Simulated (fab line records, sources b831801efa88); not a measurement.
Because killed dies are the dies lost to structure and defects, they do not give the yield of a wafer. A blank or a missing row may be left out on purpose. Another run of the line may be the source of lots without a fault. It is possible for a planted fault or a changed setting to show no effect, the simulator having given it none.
What tool caused it? / flow sky130 / 6 lots, 18 wafers sampled, at 4 steps of a route of 708

## WHAT THE GAUGES READ, wafer by wafer
SKY_VIA3_OVL_MEAS_13.
lot=L569; measured=day 40 04:08; on=overlay-02; VIA3_OVL (nm)=-11 0 -7
lot=L574; measured=day 42 00:53; on=overlay-02; VIA3_OVL (nm)=1 0 4
lot=L577; measured=day 43 05:40; on=overlay-02; VIA3_OVL (nm)=-6 4 -9
lot=L580; measured=day 44 03:53; on=overlay-01; VIA3_OVL (nm)=-4 0 2
lot=L582; measured=day 44 15:34; on=overlay-01; VIA3_OVL (nm)=2 -2 -1
lot=L589; measured=day 45 17:34; on=overlay-01; VIA3_OVL (nm)=3 6 -1

## EACH LOT AND THE TOOL THAT RAN IT (in order: tool; ch and the chambers of the sampled wafers; start)
lot=L569; SKY_METAL1_ETCH_18=rie_metal-04 ch 0,1, day 33 09:13; SKY_METAL3_DESCUM_15=rie_metal-04 ch 0, day 39 01:10; SKY_VIA3_CMP_02=cmp-02 ch 0,1,2, day 39 02:52
lot=L574; SKY_METAL1_ETCH_18=rie_metal-03 ch 0, day 35 10:44; SKY_METAL3_DESCUM_15=rie_metal-01 ch 0,1, day 40 23:41; SKY_VIA3_CMP_02=cmp-01 ch 0,3, day 41 00:57
lot=L577; SKY_METAL1_ETCH_18=rie_metal-04 ch 0,1, day 36 18:09; SKY_METAL3_DESCUM_15=rie_metal-04 ch 0,1, day 42 05:16; SKY_VIA3_CMP_02=cmp-02 ch 2,3, day 42 06:29
lot=L580; SKY_METAL1_ETCH_18=rie_metal-03 ch 0, day 37 18:19; SKY_METAL3_DESCUM_15=rie_metal-02 ch 0,1, day 43 04:13; SKY_VIA3_CMP_02=cmp-02 ch 0,1,3, day 43 05:24
lot=L582; SKY_METAL1_ETCH_18=rie_metal-01 ch 0, day 38 08:22; SKY_METAL3_DESCUM_15=rie_metal-01 ch 0,1, day 43 15:22; SKY_VIA3_CMP_02=cmp-01 ch 0,1,3, day 43 17:07
lot=L589; SKY_METAL1_ETCH_18=rie_metal-01 ch 0,1, day 39 16:17; SKY_METAL3_DESCUM_15=rie_metal-02 ch 0,1, day 44 19:07; SKY_VIA3_CMP_02=cmp-01 ch 0,1,2, day 44 20:16
- SKY_METAL1_ETCH_18: etches BARC in N2/H2, stops on SiO2, time 45.9 s, target depth 60 nm.
- SKY_METAL3_DESCUM_15: chemistry O2, time 8 s.
- SKY_VIA3_CMP_02: polishes SiO2.

## THE ANSWER, worked out from the rows above alone
Rule: usual is defined by the lots themselves. Put in order of their means at a reading, lots are off if they are a third of the lots or fewer, leave a main group of 4 or more, and stand apart from it by a gap of 3 or more times the standard deviation of the main group's means; of several such gaps the widest counts. A main group whose means are all the same, to the digits that the tables above print for the reading, isn't used. A lot without any number at a reading at which 4 lots or more have one is off too. The other lots that the step has rows for count as sound.
None of the lots is off at any reading shown; this tells nothing.

## WHAT THE SIMULATOR PUT IN
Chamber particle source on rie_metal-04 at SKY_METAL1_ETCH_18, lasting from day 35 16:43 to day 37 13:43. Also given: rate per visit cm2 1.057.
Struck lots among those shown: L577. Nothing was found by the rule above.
